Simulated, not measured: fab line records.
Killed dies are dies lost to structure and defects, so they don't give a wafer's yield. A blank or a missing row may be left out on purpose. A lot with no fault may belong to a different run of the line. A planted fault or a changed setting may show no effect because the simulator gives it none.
Problem report, 8D (eight disciplines) form, completed by code ; flow sky130 ; the parts of the form that need people (team, actions taken, sign-off) are left out

## 1. WHAT WENT WRONG
SD_N_TW at SKY_SD_N_TW_MEAS_12 reads a mean of 29 on 3 wafers of 1 lot; wafers without a fault read 3934 with a standard deviation of 39. That is -99 or more standard deviations from the usual mean.
First observed at day 33 18:02: wafer L755.2, on film_metro-01. Wafers with a number at this step in the record: 39, from 13 lots. The rule behind "out" and "out of limits": a value lying over 4 standard deviations away from the usual mean. The other wafers with a number count as sound.

## 2. WHAT IT IS AND WHAT IT IS NOT
question;is;is not
which readings at this step;SD_N_TW;-
which lots;L755;L739, L740, L741, L742, L743, L744, L745, L746, L747, L750, L756, L761
which wafers of those lots;all that have a number;-
read on which gauges;film_metro-01;film_metro-02, film_metro-03
when;from day 33 18:02;"up to then (30 sound wafers); but 6 sound wafers of L756, L761 came after"

## 3. WHAT RULES OUT EACH SUSPECT
Counting: a tool at a process step up to the reading stays a suspect if it ran every lot that is out and no sound lot after the first of them.
- ruled out: the gauge at SKY_SD_N_TW_MEAS_12. All the wafers that are out were read on film_metro-01, but those of them that SKY_RES_XHIGH_STRIP_08 has rows for are out there too, on other tools.
- rie_diel-01 at SKY_SPACER_ETCHBACK_02 (etches Si3N4 in CH3F/O2, stops on SiO2, time 46.7 s, target depth 45 nm): kept. It ran the lot that is out, L755 (day 29 02:33), and no sound lot after that; its last sound lot up to then is L750 (day 27 10:16).
- rie_diel-04 at SKY_POLY_CUT_ETCH_10 (etches BARC in N2/H2, stops on SiO2, time 45.9 s, target depth 60 nm): kept. It ran the lot that is out, L755 (day 30 06:50), and no sound lot after that; its last sound lot up to then is L747 (day 27 14:37).
- plasma_asher-01 at SKY_RES_XHIGH_STRIP_08 (strips in O2/N2): kept. It ran the lot that is out, L755 (day 32 14:22), and no sound lot after that; its last sound lot up to then is L743 (day 28 14:09). Out on those wafers are its own readings of oes_product_au.
- plasma_asher-02 at SKY_SD_N_STRIP_11 (strips in O2/N2): kept. It ran the lot that is out, L755 (day 33 17:56), and no sound lot after that; its last sound lot up to then is L746 (day 30 14:50). Out on those wafers are its own readings of oes_product_au, strip_time_to_endpoint_s.
Left after counting: rie_diel-01 at SKY_SPACER_ETCHBACK_02, rie_diel-04 at SKY_POLY_CUT_ETCH_10, plasma_asher-01 at SKY_RES_XHIGH_STRIP_08, plasma_asher-02 at SKY_SD_N_STRIP_11.

## 4. THE CAUSE (what the simulator had put in)
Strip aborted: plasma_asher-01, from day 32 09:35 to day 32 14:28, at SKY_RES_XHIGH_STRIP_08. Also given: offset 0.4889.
Counting left 4 suspects, and this tool is among them.

## 5. SEQUENCE OF EFFECTS, ordered by route
One row per reading whose mean, taken over the struck wafers that have a number, lies over 3 standard deviations from the usual. Readings are gone through only where the record gives a usual standard deviation; hours: the median, over the lots, of the time from a lot's start at the first step in this table giving one to that lot's start at this step; sigmas: the change measured in usual standard deviations.
hours;step;reading;usual;on struck wafers;change;sigmas
0;SKY_RES_XHIGH_STRIP_08;oes_product_au;0.711 a.u.;0.939;+0.228;+53
28;SKY_SD_N_STRIP_11;oes_product_au;0.527 a.u.;0.554;+0.027;+5.7
28;SKY_SD_N_STRIP_11;strip_time_to_endpoint_s;22.54 s;25.83;+3.29;+62
28;SKY_SD_N_TW_MEAS_12;SD_N_TW;3934;29;-3905;-99 or more
Its process steps:
- SKY_RES_XHIGH_STRIP_08: strips in O2/N2.
- SKY_SD_N_STRIP_11: strips in O2/N2.
Readings that are blank on the struck wafers while sound wafers have them: strip_time_to_endpoint_s at SKY_RES_XHIGH_STRIP_08.

## 6. WHAT WOULD HAVE CAUGHT IT SOONER
The first out-of-limits reading at a measuring or inspecting step in this record came at day 33 18:02, 32 hours after the fault's start at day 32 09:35.
Tool's own readings at SKY_RES_XHIGH_STRIP_08, oes_product_au: out on all struck wafers the step has rows for; an alarm limit on them would have tripped on the first.
All the lots that are out (1) had begun SKY_RES_XHIGH_STRIP_08 on plasma_asher-01 by day 33 18:02. None of them would have been spared by holding the tool at that moment.
